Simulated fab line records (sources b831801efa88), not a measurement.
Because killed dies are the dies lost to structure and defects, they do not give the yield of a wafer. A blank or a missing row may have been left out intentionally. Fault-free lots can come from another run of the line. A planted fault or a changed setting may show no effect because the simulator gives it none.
Comparing a struck lot with a sound one -- flow sky130 -- 18 steps out of a route of 708
Sound: these wafers, L997.1, L997.2, L997.4. Struck: wafers L992.1, L992.3, L992.4. At the end, the cause is stated.
Per side, at each step with rows, come the tool, then ch with its chambers, and then its first start. Under that, the readings that differ: sound wafers -- struck wafers -- difference of the means -- sigmas: that difference in standard deviations of wafers without a fault.
alike: a reading whose means differ by less than 2 such deviations, as well as words and numbers matching on both sides. not compared: withheld readings; readings where some wafer has no value; bounds like >300 that might hide an equal value; numbers whose values overlap and for which the record gives no deviation.
The two part at a step that has a row with sigmas, a row that says differs or no value, or rows on one side only. Numbers that don't overlap but have no deviation are shown without sigmas and don't part them. Lack of a reading on every wafer of one side parts them only where that side has two or more wafers.

first, 4 steps without rows for these wafers: SKY_SD_P_SOFTBAKE_03 (time 60 s); SKY_SD_P_EXPOSE_04 (exposes mask PSDM, target cd 380 nm); SKY_SD_P_PEB_05; SKY_SD_P_DEVELOP_06 (develop time 60 s).
SKY_SD_P_CD_MEAS_07 targets a cd of 380 nm.
  sound on cdSem-01 at day 29 21:50; struck on cdSem-02 at day 28 18:38
  alike: cdNm
SKY_SD_P_OVL_MEAS_08:
  sound on overlay-02 at day 29 21:58; struck on overlay-01 at day 28 18:46
reading,sound,struck,difference,sigmas
SD_P_OVL (nm),2.3 0.3 0.1,-1.1 -1.7 -1.2,-2.2,-2
next, for these wafers, 1 step has no rows: SKY_SD_P_IMPLANT_09.
SKY_SD_P_STRIP_10: strips in O2/N2.
  sound on plasmaAsher-01 ch 0,1, day 29 22:08; struck on plasmaAsher-04 ch 0,1, day 28 18:56
reading,sound,struck,difference,sigmas
drypumpMotorCurrentA (A),6.1 5.5 5.5,6.7 6.2 6.7,+0.8,+2
  alike: oesProductAu, stripTimeToEndpointS
  not compared: rfHoursCounterH
SKY_SD_P_TW_MEAS_11:
  sound on filmMetro-03 at day 29 22:14; struck on filmMetro-01 at day 28 19:02
  alike: SD_P_TW
then, 3 steps without rows for these wafers: SKY_RES_XHIGH_DEHYDRATE_00 (time 60 s); SKY_RES_XHIGH_HMDS_01 (prime time 60 s); SKY_RES_XHIGH_COAT_02 (resist thk 1140 nm).
SKY_RES_XHIGH_SOFTBAKE_03: time 60 s.
  sound on lithoTrack-03 ch 0, day 30 11:56; struck on lithoTrack-04 ch 0, day 29 09:47
reading,sound,struck,difference,sigmas
heaterPowerTotalW (W),56.62 56.58 56.61,62.21 62.25 62.15,+5.60,+99 or more
runLengthS (s),89.8 89.6 89.6,73.9 73.8 73.9,-15.8,-48
then, 2 steps without rows for these wafers: SKY_RES_XHIGH_EXPOSE_04 (exposes mask URPM, target cd 1270 nm); SKY_RES_XHIGH_PEB_05.
SKY_RES_XHIGH_DEVELOP_06: develop time 60 s.
  sound on lithoTrack-01 ch 0, day 31 01:04; struck on lithoTrack-03 ch 0, day 29 23:38
reading,sound,struck,difference,sigmas
model.NOVOLAK_of_RES_XHIGH_COAT_02.thkNm (nm),1138 1138 1139,1145 1146 1146,+7,
next, for these wafers, 1 step has no rows: SKY_RES_XHIGH_IMPLANT_07.
-- record jumps: 18 days separate the struck wafers' starts on either side; left off in module RES_XHIGH, taken up again in module PAD_OPEN, whose first shown step is the route's number 708 --
SKY_PAD_OPEN_PROBE_99:
  rows exist in the record for the struck wafers here (prober-02, day 48 03:15), but not for the sound ones

== WHERE THEY PART ==
First at SKY_SD_P_OVL_MEAS_08; last, within this record, at SKY_PAD_OPEN_PROBE_99.

WHY: whatever the simulator had introduced
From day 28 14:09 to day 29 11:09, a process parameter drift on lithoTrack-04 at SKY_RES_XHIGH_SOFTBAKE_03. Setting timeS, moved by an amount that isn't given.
